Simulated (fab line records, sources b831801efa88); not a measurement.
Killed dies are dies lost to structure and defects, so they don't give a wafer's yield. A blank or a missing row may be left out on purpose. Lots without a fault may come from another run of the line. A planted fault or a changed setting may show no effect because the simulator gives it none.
Which tool did it? | flow gf180mcu | 24 lots, 72 wafers sampled, at 4 steps of a route of 602

WHAT THE GAUGES READ, wafer by wafer
GF_CONTACT_THK_MEAS_03. Usual: CONTACT_CVD_02_THK 863 nm, standard deviation 11.
lot  | measured     | on            | CONTACT_CVD_02_THK (nm) | flag
L074 | day 15 07:25 | film_metro-03 | 846 862 868             |
L075 | day 15 12:00 | film_metro-01 | 852 852 866             |
L076 | day 15 19:32 | film_metro-03 | 854 856 869             |
L077 | day 16 08:06 | film_metro-03 | 863 862 861             |
L078 | day 16 14:05 | film_metro-01 | 865 863 857             |
L079 | day 16 22:46 | film_metro-03 | 862 873 877             |
L080 | day 17 05:28 | film_metro-01 | 839 859 871             |
L081 | day 17 14:44 | film_metro-01 | 851 842 863             |
L082 | day 18 01:22 | film_metro-01 | 862 857 877             |
L083 | day 18 15:14 | film_metro-02 | 855 853 859             |
L084 | day 18 20:11 | film_metro-01 | 871 880 887             |
L085 | day 19 08:07 | film_metro-03 | 855 841 863             |
L086 | day 19 12:59 | film_metro-03 | 875 881 868             |
L087 | day 19 23:02 | film_metro-02 | 858 864 879             |
L088 | day 20 04:09 | film_metro-01 | 870 873 882             |
L089 | day 20 12:12 | film_metro-03 | 874 855 875             |
L090 | day 20 20:25 | film_metro-02 | 872 872 879             |
L091 | day 21 11:08 | film_metro-03 | 855 859 860             |
L092 | day 21 14:09 | film_metro-02 | 852 853 861             |
L093 | day 22 02:17 | film_metro-03 | 850 865 871             |
L094 | day 22 07:42 | film_metro-01 | 860 868 872             |
L095 | day 22 16:21 | film_metro-02 | 848 856 851             |
L096 | day 22 20:34 | film_metro-03 | 867 857 868             |
L097 | day 23 10:16 | film_metro-02 | 858 862 869             |

GF_V3_RS_MEAS_24: measures by four-point-probe. Usual: V3_W_RS 0.326 ohm/sq, standard deviation 0.0031.
lot  | measured     | on            | V3_W_RS (ohm/sq)  | flag
L074 | day 22 13:17 | film_metro-02 | 0.327 0.325 0.326 |
L075 | day 22 18:44 | film_metro-02 | 0.325 0.322 0.323 |
L076 | day 23 03:16 | film_metro-01 | 0.325 0.325 0.327 |
L077 | day 23 15:13 | film_metro-01 | 0.329 0.329 0.328 |
L078 | day 23 22:01 | film_metro-04 | 0.319 0.320 0.322 |
L079 | day 24 07:25 | film_metro-01 | 0.328 0.326 0.331 |
L080 | day 24 12:43 | film_metro-02 | 0.324 0.323 0.323 |
L081 | day 24 22:22 | film_metro-04 | 0.331 0.329 0.328 |
L082 | day 25 07:30 | film_metro-04 | 0.323 0.323 0.325 |
L083 | day 25 19:43 | film_metro-01 | 0.323 0.323 0.324 |
L084 | day 25 23:27 | film_metro-01 | 0.330 0.331 0.331 |
L085 | day 26 11:10 | film_metro-02 | 0.327 0.327 0.326 |
L086 | day 26 15:07 | film_metro-01 | 0.322 0.325 0.327 |
L087 | day 26 21:57 | film_metro-02 | 0.332 0.329 0.330 |
L088 | day 27 03:05 | film_metro-01 | 0.326 0.326 0.326 |
L089 | day 27 11:07 | film_metro-01 | 0.330 0.332 0.330 |
L090 | day 27 16:52 | film_metro-01 | 0.325 0.322 0.329 |
L091 | day 28 05:59 | film_metro-04 | 0.327 0.326 0.328 |
L092 | day 28 08:39 | film_metro-02 | 0.327 0.324 0.330 |
L093 | day 28 18:50 | film_metro-04 | 0.331 0.326 0.325 |
L094 | day 29 00:07 | film_metro-02 | 0.325 0.328 0.328 |
L095 | day 29 05:05 | film_metro-02 | 0.327 0.334 0.327 |
L096 | day 29 09:20 | film_metro-04 | 0.323 0.326 0.324 |
L097 | day 29 23:10 | film_metro-02 | 0.324 0.323 0.324 |

WHICH TOOL RAN EACH LOT (tool, then ch and the chambers of the sampled wafers, then the start)
lot  | GF_CONTACT_CVD_02               | GF_M1_SPUTTER_01
L074 | pecvd-03 ch 0,1, day 15 07:20   | pvd_sputter-04, day 16 07:20
L075 | pecvd-01 ch 0,1,2, day 15 11:56 | pvd_sputter-04, day 16 11:14
L076 | pecvd-01 ch 1,2, day 15 19:28   | pvd_sputter-04, day 16 19:15
L077 | pecvd-01 ch 1,2, day 16 08:02   | pvd_sputter-04, day 17 08:40
L078 | pecvd-03 ch 0,1, day 16 14:00   | pvd_sputter-04, day 17 14:43
L079 | pecvd-01 ch 1,2, day 16 22:41   | pvd_sputter-04, day 18 00:04
L080 | pecvd-02 ch 0,1,2, day 17 05:23 | pvd_sputter-02, day 18 06:45
L081 | pecvd-02 ch 1,2, day 17 14:40   | pvd_sputter-04, day 18 15:59
L082 | pecvd-03 ch 1,2, day 18 01:18   | pvd_sputter-04, day 19 03:15
L083 | pecvd-03 ch 0,1,2, day 18 15:10 | pvd_sputter-03, day 19 17:13
L084 | pecvd-02 ch 1,2, day 18 20:07   | pvd_sputter-04, day 19 22:08
L085 | pecvd-01 ch 0,2, day 19 08:02   | pvd_sputter-02, day 20 10:23
L086 | pecvd-03 ch 0,1,2, day 19 12:56 | pvd_sputter-03, day 20 15:01
L087 | pecvd-01 ch 0,1,2, day 19 22:58 | pvd_sputter-03, day 21 00:58
L088 | pecvd-02 ch 0,1,2, day 20 04:05 | pvd_sputter-02, day 21 05:46
L089 | pecvd-03 ch 0,1,2, day 20 12:08 | pvd_sputter-04, day 21 13:26
L090 | pecvd-02 ch 0,1,2, day 20 20:21 | pvd_sputter-02, day 21 21:42
L091 | pecvd-03 ch 0,2, day 21 11:04   | pvd_sputter-03, day 22 12:52
L092 | pecvd-01 ch 0,1,2, day 21 14:04 | pvd_sputter-04, day 22 15:23
L093 | pecvd-03 ch 0,1,2, day 22 02:13 | pvd_sputter-04, day 23 03:00
L094 | pecvd-02 ch 0,2, day 22 07:38   | pvd_sputter-03, day 23 08:31
L095 | pecvd-02 ch 0,1,2, day 22 16:17 | pvd_sputter-02, day 23 17:20
L096 | pecvd-02 ch 0,2, day 22 20:29   | pvd_sputter-04, day 23 20:26
L097 | pecvd-03 ch 0,1,2, day 23 10:11 | pvd_sputter-03, day 24 10:47
- GF_CONTACT_CVD_02: deposits SiO2 from TEOS, target thk 860 nm, time 95.992 s.
- GF_M1_SPUTTER_01: material TiN, target thk 30 nm, time 25 s.

WHAT THE TOOLS THEMSELVES READ (means of the sampled wafers that have a number; where no wafer has one, the mark that the record gives instead)
GF_CONTACT_CVD_02. Usual: heater_power_w 697 W, standard deviation 100.
lot  | tool     | heater_power_w (W) | flag
L074 | pecvd-03 | 730                |
L075 | pecvd-01 | 567                |
L076 | pecvd-01 | 699                |
L077 | pecvd-01 | 693                |
L078 | pecvd-03 | 745                |
L079 | pecvd-01 | 713                |
L080 | pecvd-02 | 735                |
L081 | pecvd-02 | 671                |
L082 | pecvd-03 | 727                |
L083 | pecvd-03 | 735                |
L084 | pecvd-02 | 753                |
L085 | pecvd-01 | 624                |
L086 | pecvd-03 | 760                |
L087 | pecvd-01 | 612                |
L088 | pecvd-02 | 775                |
L089 | pecvd-03 | 733                |
L090 | pecvd-02 | 734                |
L091 | pecvd-03 | 757                |
L092 | pecvd-01 | 660                |
L093 | pecvd-03 | 685                |
L094 | pecvd-02 | 795                |
L095 | pecvd-02 | 640                |
L096 | pecvd-02 | 816                |
L097 | pecvd-03 | 717                |

GF_M1_SPUTTER_01. Usual: throttle_valve_pct 29.8 %, standard deviation 0.95.
lot  | tool           | throttle_valve_pct (%) | flag
L074 | pvd_sputter-04 | 29.3                   |
L075 | pvd_sputter-04 | 29.7                   |
L076 | pvd_sputter-04 | 29.6                   |
L077 | pvd_sputter-04 | 29.4                   |
L078 | pvd_sputter-04 | 29.8                   |
L079 | pvd_sputter-04 | 29.7                   |
L080 | pvd_sputter-02 | 29.7                   |
L081 | pvd_sputter-04 | 29.9                   |
L082 | pvd_sputter-04 | 29.5                   |
L083 | pvd_sputter-03 | 28.8                   |
L084 | pvd_sputter-04 | 29.4                   |
L085 | pvd_sputter-02 | 29.6                   |
L086 | pvd_sputter-03 | 29.9                   |
L087 | pvd_sputter-03 | 29.4                   |
L088 | pvd_sputter-02 | 30.2                   |
L089 | pvd_sputter-04 | 29.5                   |
L090 | pvd_sputter-02 | 29.8                   |
L091 | pvd_sputter-03 | 31.2                   |
L092 | pvd_sputter-04 | 30.1                   |
L093 | pvd_sputter-04 | 29.1                   |
L094 | pvd_sputter-03 | 30.7                   |
L095 | pvd_sputter-02 | 29.8                   |
L096 | pvd_sputter-04 | 29.9                   |
L097 | pvd_sputter-03 | 29.5                   |

THE ANSWER, worked out from the rows above alone
Rule: a lot is off if the mean of its wafers that have a number lies more than 3 standard deviations from the usual mean. A lot without any number at a reading at which 4 lots or more have one is off too. The other lots that the step has rows for count as sound. The gauges are gone through in route order, then the tools' own readings, and for those a lot's mean is taken as printed above. The first step at which some lot is off is used, and at that step the reading that is off furthest; a lot without a number counts as furthest.
No lot is off at any reading shown: from this, nothing can be told.

WHAT THE SIMULATOR HAD PUT IN
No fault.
